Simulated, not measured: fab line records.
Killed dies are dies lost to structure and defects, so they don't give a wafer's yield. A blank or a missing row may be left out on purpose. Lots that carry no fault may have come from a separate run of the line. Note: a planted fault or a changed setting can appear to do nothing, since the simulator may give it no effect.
Chamber matching + flow gf180mcu + rieDiel-01 running GF_V2_ETCH_16: 4 sister chambers
The step etches BARC in N2/H2. 4 wafers are shown with their chamber, then 8 later ones without.

## WAFERS WITH THEIR CHAMBER
| wafer  | chamber | drypumpMotorCurrentA (A) |
|--------|---------|--------------------------|
| L089.2 | 1       | 5.9                      |
| L089.3 | 0       | 5.8                      |
| L089.4 | 3       | 5.6                      |
| L091.1 | 2       | 6.0                      |

## WAFERS WHOSE CHAMBER IS MISSING
| wafer  | drypumpMotorCurrentA (A) |
|--------|--------------------------|
| L091.5 | 5.7                      |
| L091.6 | 6.0                      |
| L094.1 | 6.0                      |
| L094.5 | 5.6                      |
| L094.6 | 6.0                      |
| L096.1 | 5.7                      |
| L096.5 | 5.8                      |
| L096.6 | 5.6                      |

## CHAMBER TAKEN BY EACH
| wafer  | from the rows above     | in truth |
|--------|-------------------------|----------|
| L091.5 | can't be placed: 0 or 3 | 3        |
| L091.6 | 2                       | 2        |
| L094.1 | 2                       | 2        |
| L094.5 | 3                       | 3        |
| L094.6 | 2                       | 2        |
| L096.1 | can't be placed: 0 or 3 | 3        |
| L096.5 | 0                       | 0        |
| L096.6 | 3                       | 3        |
6 of 8 placed correctly. From these rows, 2 cannot be placed; in 2 the true chamber is one of the candidates. Number placed wrongly: 0.
How it was worked out, from the rows above alone: a wafer's distance from a chamber is the root of the sum, over the readings, of the square of ((its reading less the chamber's mean) divided by the reading's scatter). The wafer belongs to the nearest chamber; if the next one is less than 2 further off, it can't be placed. A chamber's mean is the mean of its shown wafers. The scatter: with one shown wafer a chamber, the root of the mean of the squares of how far each hidden wafer lies from its nearest shown one.
